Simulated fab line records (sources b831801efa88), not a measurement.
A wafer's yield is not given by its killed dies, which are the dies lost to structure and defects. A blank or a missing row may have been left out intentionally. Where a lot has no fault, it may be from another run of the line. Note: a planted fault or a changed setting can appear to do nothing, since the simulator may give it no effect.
fab line records	flow sky130
record: lots: 5	wafers: 15	last-day: 49
route steps=708 shown RES_PROTECT@212 POLY_GATE@213 PAD_OPEN@708
lots untouched by any fault: they come from a run of this same line in which no faults occurred
start-h: hours from the record's opening day to when the first of the lot's shown wafers began	wait-h: time in hours since the lot's previous step	" unchanged from the row above	L1.1+2: a row that stands for several wafers	- no value present, or no start provided	* or withheld: withheld	< > ~ a bound
route shown NAME@n: a module of which the file shows steps, and the number in the route of the first	usual: mean/standard deviation of fault-free wafers	same: alike in all rows	chamber/n: place in a boat	sites: per-site readings	_std_site: the values' standard deviation	_edge_site: inner sites' mean taken away from outer sites' mean	radius-mm: how far each site lies from the wafer's centre	mask NAME#n: copy n	behind: the tool/chamber that last shaped the wafer	hold: the reason the lot was held/the length of the hold in hours/how it ended	device: which transistor (n, p or np) failed to switch	end of line: the route-end tests of the same wafers	a step with no rows: only its recipe	killed: the dies lost at the first sort to structure and to defects; this is not the yield of the wafer	map: dies across one wafer; x = killed, . = not, _ = none there
set.NAME: the setting as run; set.NAME@STEP: as run at that earlier step	model.NAME: the simulator's own value behind a step, which no gauge read
lots at some steps of the route; a table a step, a row a wafer
services: a tool's chamber out of use, with start hour (start-h, from the record's first day; less than 0 if before it), hours out, and reason
== steps ==
step: SKY_RES_PROTECT_DEVELOP_06
recipe: resist: NOVOLAK	developer: TMAH	develop-time-s: 60	dev-temp-c: 23
step: SKY_POLY_GATE_IMPLANT_02
recipe: species: P	energy-kev: 30	dose-cm2: 7.557e+15	tilt-deg: 0
step: SKY_RES_PROTECT_STRIP_07
recipe: chemistry: O2/N2	power-w: 1400	pressure-mtorr: 1500	platen-temp-c: withheld	o2-flow-sccm: 3000	n2-flow-sccm: 300	overash-fraction: 0.5
step: SKY_RES_PROTECT_CLEAN_09
recipe: chemistry: SC1/SC2	mix: 1:4:20	temp-c: 70	time-s: 150	dry: n2-spin
step: SKY_POLY_GATE_CVD_03
recipe: material: Si3N4	precursor: DCS/NH3	target-thk-nm: 75	temp-c: 770	time-s: 1290	pressure-mtorr: 250
step: SKY_POLY_GATE_DEHYDRATE_05
recipe: temp-c: 200	time-s: 60
step: SKY_POLY_GATE_HMDS_06
recipe: prime-time-s: 60	prime-temp-c: 120
step: SKY_POLY_GATE_COAT_07
recipe: resist: BARC	temp-c: withheld	time-s: withheld	spin-rpm: 3000	resist-thk-nm: 110
step: SKY_POLY_GATE_COAT_08
recipe: resist: KrF-thick	spin-rpm: 3000	resist-thk-nm: 450
step: SKY_POLY_GATE_SOFTBAKE_09
recipe: temp-c: 100	time-s: 90	resist: KrF-thick
step: SKY_POLY_GATE_EXPOSE_10
recipe: mask-id: P1M	na: 0.68	source-shape: conventional	sigma-outer: 0.6	target-cd-nm: 150	dose-mj: 28
usual: exposure-dose-mJ-cm2: 28.001/0.024
lot.wafer	tool	chamber	start-h	wait-h	mask	exposure-dose-mJ-cm2
L462.2	krf-scanner-02	0	369.05	-	P1M#0	27.971
L462.3	"	0	"	"	P1M#0	27.976
L462.6	"	0	"	"	P1M#0	28.013
L471.1	krf-scanner-02	0	451.58	-	P1M#0	32.132
L471.2	"	0	"	"	P1M#0	32.166
L471.5	"	0	"	"	P1M#0	32.178
L474.4	krf-scanner-02	0	477.71	-	P1M#0	31.346
L474.5	"	0	"	"	P1M#0	31.354
L474.6	"	0	"	"	P1M#0	31.312
L475.2	krf-scanner-01	0	485.17	-	P1M#0	27.962
L475.3	"	0	"	"	P1M#0	27.959
L475.4	"	0	"	"	P1M#0	28.014
L478.2	krf-scanner-02	0	509.75	-	P1M#0	30.656
L478.4	"	0	"	"	P1M#0	30.668
L478.5	"	0	"	"	P1M#0	30.613
step: SKY_POLY_GATE_PEB_11
recipe: peb-temp-c: withheld	peb-time-s: withheld	resist: KrF-thick
step: SKY_POLY_GATE_DEVELOP_12
recipe: develop-time-s: 60	resist: KrF-thick	dev-temp-c: 21
step: SKY_POLY_GATE_CD_MEAS_13
recipe: target-cd-nm: 150
usual: cd-nm: 149.5/1.7
lot.wafer	tool	chamber	start-h	wait-h	cd-nm
L462.2	cd-sem-02	-	383.21	-	148.8
L462.3	"	-	"	"	149.5
L462.6	"	-	"	"	147.5
L471.1	cd-sem-02	-	466.63	-	125.8
L471.2	"	-	"	"	126.3
L471.5	"	-	"	"	125.9
L474.4	cd-sem-02	-	493.04	-	127.1
L474.5	"	-	"	"	129.5
L474.6	"	-	"	"	129.2
L475.2	cd-sem-02	-	499.40	-	146.2
L475.3	"	-	"	"	146.3
L475.4	"	-	"	"	146.7
L478.2	cd-sem-02	-	525.01	-	134.4
L478.4	"	-	"	"	132.9
L478.5	"	-	"	"	133.9
step: SKY_POLY_GATE_ETCH_15
recipe: chemistry: N2/H2	target: BARC	ion-energy-ev: 200	source-w: 500	bias-w: 100	pressure-mtorr: 30	n2-flow-sccm: 100	h2-flow-sccm: 200	stop-on: SiO2	time-s: 118.5	target-depth-a: 1100
usual: chamber-pressure-mTorr: 29.996/0.026	drypump-motor-current-A: 5.9/0.37	oes-product-au: 0.715/0.0048	throttle-valve-pct: 13.212/0.011
same: time-s: 118.5
lot.wafer	tool	chamber	start-h	wait-h	chamber-pressure-mTorr	drypump-motor-current-A	oes-product-au	rf-hours-counter-h	throttle-valve-pct	model.POLY_GATE.cd-nm
L462.2	rie-diel-03	0	383.35	0.0	30.012	6.3	0.713	41	13.225	147.6
L462.3	"	3	"	"	30.022	6.0	0.722	13	13.211	147.2
L462.6	"	0	"	"	29.952	6.3	0.715	-	13.207	147.3
L471.1	rie-diel-02	0	466.78	0.0	29.975	5.2	0.713	31	13.226	126.4
L471.2	"	2	"	"	29.990	6.1	0.714	8	13.207	126.5
L471.5	"	3	"	"	30.016	5.5	0.716	-	13.211	124.9
L474.4	rie-diel-03	3	493.13	0.0	30.041	6.0	0.718	15	13.196	126.4
L474.5	"	1	"	"	30.037	6.0	0.715	-	13.201	130.9
L474.6	"	0	"	"	29.997	6.3	0.720	-	13.221	128.3
L475.2	rie-diel-03	3	499.53	0.0	29.972	6.0	0.720	15	13.210	144.8
L475.3	"	2	"	"	30.015	5.7	0.712	4	13.194	144.8
L475.4	"	0	"	"	29.955	6.3	0.714	43	13.236	145.4
L478.2	rie-diel-04	3	525.15	0.0	29.993	6.3	0.710	14	13.198	134
L478.4	"	2	"	"	29.980	6.4	0.713	-	13.223	132.4
L478.5	"	3	"	"	29.961	6.3	0.721	-	13.227	133.7
step: SKY_POLY_GATE_ETCH_16
recipe: stop-on: poly-Si	chemistry: CH3F/O2	target: Si3N4	source-w: 392.4	bias-w: 80	pressure-mtorr: 25	ch3f-flow-sccm: 40	O2_flow_sccm: 30	time-s: 147.5	target-depth-a: 750
step: SKY_POLY_GATE_ETCH_17
recipe: target-depth-nm: 180	stop-on: SiO2	over-etch-frac: 0.56667	chemistry: HBr/Cl2	target: poly-Si	icp-w: 400	bias-w: 100	pressure-mtorr: 10	HBr_flow_sccm: 150	Cl2_flow_sccm: 50	time-s: 70.5
usual: chamber-pressure-mTorr: 9.998/0.0094	drypump-motor-current-A: 5.6/0.41	oes-product-au: 0.986/0.0068	throttle-valve-pct: 33.684/0.0094
same: time-s: 70.5
lot.wafer	tool	chamber	start-h	wait-h	chamber-pressure-mTorr	drypump-motor-current-A	oes-product-au	rf-hours-counter-h	throttle-valve-pct	model.POLY_GATE.cd-nm
L462.2	rie-si-01	3	383.53	0.0	10.006	5.3	0.991	11	33.680	148.3
L462.3	"	0	"	"	10.023	6.2	0.996	45	33.674	146.6
L462.6	"	2	"	"	9.996	6.4	0.993	-	33.688	146.9
L471.1	rie-si-02	3	466.97	0.0	10.003	5.6	0.975	61	33.689	127.1
L471.2	"	1	"	"	10.001	5.3	0.989	1	33.693	126.3
L471.5	"	3	"	"	10.001	5.5	0.992	-	33.667	125.1
L474.4	rie-si-01	3	493.31	0.0	9.999	5.3	0.990	12	33.689	125.8
L474.5	"	3	"	"	9.993	5.3	0.982	-	33.693	130.2
L474.6	"	0	"	"	10.002	6.2	1.001	-	33.675	127.5
L475.2	rie-si-02	2	499.71	0.0	9.994	5.2	0.983	0	33.678	143.7
L475.3	"	0	"	"	9.982	5.3	0.981	0	33.676	144.6
L475.4	"	1	"	"	9.980	5.3	0.999	1	33.691	143.6
L478.2	rie-si-02	2	525.33	0.0	9.997	5.3	0.987	0	33.669	133.5
L478.4	"	3	"	"	10.009	5.6	0.991	0	33.695	131.7
L478.5	"	1	"	"	9.987	5.4	0.986	-	33.677	133.6
step: SKY_POLY_GATE_STRIP_18
recipe: chemistry: O2/N2	power-w: 1400	pressure-mtorr: 1500	platen-temp-c: withheld	o2-flow-sccm: 3000	n2-flow-sccm: 300	overash-fraction: 0.5
step: SKY_PAD_OPEN_PROBE_99
usual: killed_at_M0_to_M3: 44/6.3	killed_at_M4_up: 3.1/2	killed-at-contacts: 24/4.8	killed-at-front-end: 15/4.6	killed-at-other: 0.2/0.51	killed-dies: 87/8.4	killed-on-rim: 17/3.9	killed-open: 48/6.4	killed-short: 39/5.9
same: gross-dies: 492	killed-at-back-side: 0
lot.wafer	tool	chamber	start-h	wait-h	killed_at_M0_to_M3	killed_at_M4_up	killed-at-contacts	killed-at-front-end	killed-at-other	killed-dies	killed-on-rim	killed-open	killed-short	model.etest.res-xhigh-po.line-ohm-um	model.etest.pfet_01v8.r-on-ohm-um	model.etest.pfet-g5v0d10v5.r-on-ohm-um	model.etest.res-poly.line-ohm-um	model.etest.nfet_01v8.r-on-ohm-um	model.etest.nfet-g5v0d10v5.r-on-ohm-um	model.etest.sonos-uncharged.r-on-ohm-um	model.etest.res-high-po.line-ohm-um
L462.2	prober-02	-	1082.41	0.1	37	4	22	26	0	89	19	51	38	5769	2983	4860	528.2	850.4	1877	810.9	745.8
L462.3	prober-02	-	1082.46	0.2	58	3	24	17	0	102	16	57	45	5830	2960	4741	528	838.1	1857	793.7	751.4
L462.6	prober-02	-	1082.61	0.2	52	7	31	15	0	105	27	60	45	5880	2890	4738	523.8	826.5	1868	803.8	752.2
L471.1	prober-01	-	1140.83	0.1	43	2	16	109	0	170	62	35	41	-	-	-	-	-	-	-	-
L471.2	prober-01	-	1140.88	0.1	46	5	20	124	0	195	60	43	50	-	-	-	-	-	-	-	-
L471.5	prober-01	-	1141.03	0.2	38	6	24	132	0	200	62	39	45	-	-	-	-	-	-	-	-
L474.4	prober-02	-	1154.60	0.2	59	3	16	152	0	230	81	50	41	-	-	-	-	-	-	-	-
L474.5	prober-02	-	1154.65	0.2	50	4	23	53	0	130	39	53	38	-	-	-	-	-	-	-	-
L474.6	prober-02	-	1154.70	0.2	44	3	32	94	0	173	61	47	44	-	-	-	-	-	-	-	-
L475.2	prober-01	-	1158.68	0.1	36	5	30	17	1	89	17	50	39	5735	2850	4681	539.1	819.1	1854	813.7	760.2
L475.3	prober-01	-	1158.73	0.2	43	3	33	9	1	89	20	49	40	5760	2856	4712	534.2	814.1	1872	806.6	748
L475.4	prober-01	-	1158.78	0.2	37	4	32	16	1	90	18	51	39	5958	2845	4677	550.4	809.9	1855	812.6	763.5
L478.2	prober-01	-	1176.38	0.1	47	4	21	20	0	92	18	44	41	6308	2646	4531	643.6	766.5	1805	765	799.3
L478.4	prober-01	-	1176.48	0.2	47	2	25	43	0	117	37	50	41	6322	2599	4490	644.1	745.9	1802	747.7	798.3
L478.5	prober-01	-	1176.53	0.2	43	2	25	21	0	91	21	43	39	6476	2622	4544	654.2	761.8	1799	763.6	808.2
killed by level:class
L462.2 LI_CONTACT:geometric-particle:open=8 CONTACT:geometric-particle:open=8 VIA1:geometric-particle:open=8 METAL1:geometric-particle:short=7 VIA3:geometric-particle:open=7 FIELD_ISO:geometric-particle:short=6 POLY_GATE:geometric-particle:open=6 VIA2:geometric-particle:open=5
L462.3 VIA1:geometric-particle:open=19 CONTACT:geometric-particle:open=9 METAL2:geometric-particle:short=8 VIA3:geometric-particle:open=8 LI_CONTACT:geometric-particle:open=6 VIA2:geometric-particle:open=6 VIA1:geometric-particle:short=5 POLY_GATE:geometric-particle:short=4
L462.6 LI_CONTACT:geometric-particle:open=11 VIA1:geometric-particle:open=11 CONTACT:geometric-particle:open=9 VIA3:geometric-particle:open=7 FIELD_ISO:geometric-particle:open=6 VIA2:geometric-particle:short=6 VIA2:geometric-particle:open=6 METAL2:geometric-particle:short=6
L471.1 POLY_GATE:area-expose=94 VIA1:geometric-particle:open=12 METAL1:geometric-particle:short=6 CONTACT:geometric-particle:open=5 CONTACT:geometric-particle:short=5 METAL2:geometric-particle:short=5 METAL3:geometric-particle:short=5 POLY_GATE:geometric-particle:short=4
L471.2 POLY_GATE:area-expose=102 VIA1:geometric-particle:open=9 CONTACT:geometric-particle:open=8 METAL1:geometric-particle:short=7 LOCAL_INTERCONNECT:geometric-particle:short=6 VIA1:geometric-particle:short=6 FIELD_ISO:geometric-particle:short=5 METAL2:geometric-particle:short=5
L471.5 POLY_GATE:area-expose=116 CONTACT:geometric-particle:open=9 VIA3:geometric-particle:open=7 METAL2:geometric-particle:short=7 FIELD_ISO:geometric-particle:short=6 CONTACT:geometric-particle:short=6 LI_CONTACT:geometric-particle:open=5 METAL1:geometric-particle:short=5
L474.4 POLY_GATE:area-expose=139 VIA1:geometric-particle:open=15 VIA1:geometric-particle:short=8 METAL2:geometric-particle:short=8 LI_CONTACT:geometric-particle:open=7 CONTACT:geometric-particle:open=7 METAL1:geometric-particle:short=7 FIELD_ISO:geometric-particle:short=5
L474.5 POLY_GATE:area-expose=39 LI_CONTACT:geometric-particle:open=9 VIA3:geometric-particle:open=9 VIA1:geometric-particle:open=8 METAL2:geometric-particle:short=7 CONTACT:geometric-particle:open=6 VIA2:geometric-particle:open=6 LI_CONTACT:geometric-particle:short=5
L474.6 POLY_GATE:area-expose=82 LI_CONTACT:geometric-particle:open=11 CONTACT:geometric-particle:open=9 VIA1:geometric-particle:open=9 METAL2:geometric-particle:short=7 VIA3:geometric-particle:short=6 VIA3:geometric-particle:open=6 VIA2:geometric-particle:open=5
L475.2 CONTACT:geometric-particle:open=9 VIA1:geometric-particle:open=9 LI_CONTACT:geometric-particle:open=8 CONTACT:geometric-particle:short=6 FIELD_ISO:geometric-particle:open=5 VIA1:geometric-particle:short=5 FIELD_ISO:geometric-particle:short=4 POLY_GATE:geometric-particle:short=4
L475.3 CONTACT:geometric-particle:open=13 VIA3:geometric-particle:open=8 VIA2:geometric-particle:open=8 LI_CONTACT:geometric-particle:open=7 CONTACT:geometric-particle:short=6 METAL1:geometric-particle:short=5 FIELD_ISO:geometric-particle:open=4 LOCAL_INTERCONNECT:geometric-particle:short=4
L475.4 VIA1:geometric-particle:open=10 CONTACT:geometric-particle:open=9 LI_CONTACT:geometric-particle:open=8 VIA3:geometric-particle:open=7 LOCAL_INTERCONNECT:geometric-particle:short=6 POLY_GATE:geometric-particle:short=5 CONTACT:geometric-particle:short=5 VIA1:geometric-particle:short=5
L478.2 CONTACT:geometric-particle:open=11 VIA1:geometric-particle:open=11 POLY_GATE:area-expose=7 VIA2:geometric-particle:open=6 VIA3:geometric-particle:open=5 METAL1:geometric-particle:short=5 VIA2:geometric-particle:short=4 METAL3:geometric-particle:short=4
L478.4 POLY_GATE:area-expose=26 CONTACT:geometric-particle:open=15 VIA3:geometric-particle:open=8 VIA1:geometric-particle:open=8 METAL1:geometric-particle:short=7 FIELD_ISO:geometric-particle:short=6 FIELD_ISO:geometric-particle:open=6 VIA1:geometric-particle:short=6
L478.5 CONTACT:geometric-particle:open=13 VIA1:geometric-particle:open=9 POLY_GATE:area-expose=9 LI_CONTACT:geometric-particle:open=6 METAL1:geometric-particle:short=6 VIA1:geometric-particle:short=6 METAL2:geometric-particle:short=4 VIA2:geometric-particle:open=4
map L471.5 (x killed, . not)
__________xxxxxxxxxx_________
________xxxxxxxxxx.xxx_______
______xxx.xxx..x..xxxxxx_____
_____xxxx.x.x.xxx....xxx.____
____x..xx.x.........xx...x___
___x.xxxxx.....x..x..x..x..__
__x.x.x..x...x.x........x..._
_xxxxx.....x...x..x...x..xx.x
_xx.x.x.x.x...x........x.x.xx
_x.xxx.....x.x..............x
_xxx..x.x.x.....x.........xxx
_x..x.x..x.....xxx....x..xxxx
_x..x.....x.x.......x..xxx.x.
_xxxx..x....x..........xxxxx.
_x.xxxxx.....x..x....x...xx.x
__xx......xx.......x..xx.x.._
___xx.....x....x..x......xx__
____xxx..x..xx...x.x..x..x___
_____.xx............x....____
______..xxx..x........xx_____
________....xx..xxxxxx_______
__________......xx.._________
map L474.4 (x killed, . not)
__________xxxxxxxxxx_________
________xxxxxxxx.x..xx_______
______xxxxxxx.xx.xxxxxxx_____
_____xxx...x..xxx...xxxxx____
____x..xx.xx..x.x.xxx.xxxx___
___xxxxx.........x.x.xxxxxx__
__xx...x...x..x...x..xxxx.xx_
_xxxxx..x...x.......x....xx.x
_xx...........x..x.xx..x.xxxx
_xxxxx.x.x.........xx.......x
_xx.x.x...xxx...x......x.x.xx
_xx.....x..........x..x..x..x
_x.xxx....x....x....x....xxxx
_xx..xxx.x....x........x.xxxx
_xxx.xx.......x.....x.x..xxxx
__xxx..x.....xx.........xx.x_
___xxx......x.x.....xxxx..x__
____......x..x..xxx......x___
_____x........x..x......x____
______.xxx.xx.x.x.xx.x.x_____
________.xx..xxx...xxx_______
__________xxxxxxx..x_________
== services ==
tool	chamber	start-h	hours	kind
rie-diel-04	1	345.76	7.5	repair
krf-scanner-02	-	356.01	1.0	pm
rie-diel-04	0	360.78	8.8	repair
rie-si-02	-	362.66	0.5	repair
rie-diel-04	2	363.79	4.4	repair
rie-diel-03	2	377.92	6.8	repair
rie-si-01	1	383.06	2.3	repair
rie-diel-04	2	391.57	5.6	repair
krf-scanner-02	-	402.29	3.6	pm
krf-scanner-01	-	405.84	0.8	pm
rie-si-01	0	432.31	8.3	repair
rie-si-01	-	437.97	0.5	repair
krf-scanner-02	-	441.15	0.8	pm
rie-si-01	-	447.26	2.8	pm
rie-si-02	0	447.74	5.2	repair
rie-si-01	2	474.63	4.5	repair
rie-diel-02	2	478.41	1.6	repair
krf-scanner-01	-	486.34	1.0	pm
krf-scanner-02	-	492.42	1.3	pm
rie-diel-03	-	508.86	2.1	repair
rie-diel-04	0	509.86	15.1	repair
rie-si-02	1	512.69	8.1	repair
krf-scanner-01	-	516.28	1.3	pm
krf-scanner-02	-	525.01	1.0	pm
== key ==
first-sign: step: SKY_POLY_GATE_EXPOSE_10	reading: exposure-dose-mJ-cm2	direction: up	sigmas: 99+	usual: *	struck: *
effect: step: SKY_POLY_GATE_CD_MEAS_13	reading: cd-nm	direction: down	sigmas: 12	usual: 149.5	struck: 129.4	through: control-loop
effect: step: SKY_PAD_OPEN_PROBE_99	reading: killed-at-front-end	direction: up	sigmas: 15	usual: 15	struck: 83	wafers-moved: 8
model-effect: step: SKY_POLY_GATE_ETCH_15	value: POLY_GATE.cd-nm	without: 148.7	struck: 129.3
model-effect: step: SKY_POLY_GATE_ETCH_17	value: POLY_GATE.cd-nm	without: 148.5	struck: 129
model-effect: step: SKY_PAD_OPEN_PROBE_99	value: etest.res-xhigh-po.line-ohm-um	without: 6085	struck: 6369
more-kills-born-at: SKY_POLY_GATE_EXPOSE_10@krf-scanner-02: 614
met-at SKY_POLY_GATE_EXPOSE_10
struck-wafers L471.1,L471.2,L471.5,L474.4,L474.5,L474.6,L478.2,L478.4,L478.5
tester-left-out L471,L474,L478
loop-trim: step: SKY_POLY_GATE_EXPOSE_10	setting: dose	lots: L474,L478
onset-between 369.05 451.58
fault: kind: process-parameter-drift	tool: krf-scanner-02	chamber: -	onset-h: 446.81	steps: SKY_POLY_GATE_EXPOSE_10	channel: dose-mj	offset: 4.1683	shape: step	acts-in: these-recipes-only	stated: 28
tester-left-out: of these lots the tester's yield and bins aren't shown, on N5 and GAA mostly nor the transistor test; their killed dies are dies lost to structure and defects alone, not to doping, threshold or leakage, so they don't give the yield
loop-trim: a control loop set the setting to another value than it would have without faults
